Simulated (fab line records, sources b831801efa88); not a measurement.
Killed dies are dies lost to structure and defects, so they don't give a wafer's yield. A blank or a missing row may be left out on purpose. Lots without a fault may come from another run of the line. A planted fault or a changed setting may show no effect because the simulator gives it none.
A struck lot beside a sound one | flow sky130 | 15 steps out of a route of 708
Sound: wafers L866.1, L866.3, L866.5. Struck: wafer L871.4. (L871.3, L871.5 of the same lot were not struck and are left out.) The cause comes at the end.
At each step with rows: each side's tool, then ch and its chambers, then its first start. Under that, the readings that differ: sound wafers | struck wafers | difference of the means | sigmas: that difference in standard deviations of wafers without a fault.
alike: readings whose means differ by less than 2 such deviations, and words and numbers that are the same on both sides. not compared: withheld readings, readings that some wafer has no value for, bounds like >300 that may hide the same value, and numbers for which the record gives no deviation and whose values overlap.
The two part at a step that has a row with sigmas, a row that says differs or no value, or rows on one side only. Numbers that don't overlap but have no deviation are shown without sigmas and don't part them. A reading that every wafer of one side lacks parts them only if that side has two wafers or more.

first, 3 steps without rows for these wafers: SKY_CONTACT_EXPOSE_11 (exposes mask CTM1, target cd 170 nm); SKY_CONTACT_PEB_12; SKY_CONTACT_DEVELOP_13 (develop time 60 s).
SKY_CONTACT_CD_MEAS_14: target cd 170 nm.
  sound on cd_sem-02, day 33 19:28; struck on cd_sem-02, day 35 01:03
  alike: cd_nm
SKY_CONTACT_OVL_MEAS_15:
  sound on overlay-02, day 33 19:35; struck on overlay-02, day 35 01:08
  alike: CONTACT_OVL
SKY_CONTACT_ETCH_16: etches BARC in N2/H2, stops on SiO2, time 45.9 s, target depth 60 nm.
  sound on rie_diel-02 ch 1,2,3, day 33 19:37; struck on rie_diel-04 ch 1, day 35 01:10
  alike: drypump_motor_current_A, n2_flow_sccm, oes_product_au, throttle_valve_pct
  not compared: rf_hours_counter_h
SKY_CONTACT_ETCH_17: etches SiO2 in C4F8/O2/Ar, stops on Si3N4, target depth 340 nm.
  sound on rie_diel-02 ch 1,2,3, day 33 19:40; struck on rie_diel-04 ch 1, day 35 01:13
  alike: oes_product_au
SKY_CONTACT_ETCH_18: etches Si3N4 in CHF3/O2, stops on TiN, time 39 s, target depth 75 nm.
  sound on rie_diel-02 ch 1,2,3; struck on rie_diel-04 ch 1
  reading                | sound             | struck | difference | sigmas
  throttle_valve_pct (%) | 8.796 8.793 8.803 | 8.774  | -0.023     | -3
  alike: drypump_motor_current_A, oes_product_au
  not compared: rf_hours_counter_h
SKY_CONTACT_STRIP_19: strips in O2/N2.
  sound on plasma_asher-01 ch 0,1, day 33 19:45; struck on plasma_asher-01 ch 0, day 35 01:20
  alike: drypump_motor_current_A, n2_flow_sccm, oes_product_au, strip_time_to_endpoint_s
  not compared: rf_hours_counter_h
then, 3 steps without rows for these wafers: SKY_CONTACT_STRIP_20 (strips in post etch residue remover, time 1200 s); SKY_CONTACT_CLEAN_21 (cleans in IPA, time 180 s); SKY_CONTACT_CLEAN_22 (cleans in O3/DIW).
SKY_CONTACT_SPUTTER_23: material TiN, target thk 20 nm, time 80 s.
  sound on pvd_sputter-03, day 33 20:23; struck on pvd_sputter-03, day 35 01:59
  reading                                     | sound             | struck | difference | sigmas
  model.TiN_of_CONTACT_SPUTTER_23.thk_nm (nm) | 19.96 20.17 20.06 | 13.89  | -6.17      |
  alike: throttle_valve_pct
SKY_CONTACT_CVD_24: deposits W, target thk 340 nm, time 102.12 s.
  sound on cvd_w-02 ch 0,1, day 33 20:27; struck on cvd_w-02 ch 1, day 35 02:05
  alike: heater_power_w
then, 1 step without rows for these wafers: SKY_PAD_OPEN_PROBE_99.

WHERE THEY PART
Only at SKY_CONTACT_ETCH_18, within this record. Later steps at which nothing parts them and some readings are alike: SKY_CONTACT_STRIP_19, SKY_CONTACT_SPUTTER_23, SKY_CONTACT_CVD_24.

WHY: what the simulator had put in
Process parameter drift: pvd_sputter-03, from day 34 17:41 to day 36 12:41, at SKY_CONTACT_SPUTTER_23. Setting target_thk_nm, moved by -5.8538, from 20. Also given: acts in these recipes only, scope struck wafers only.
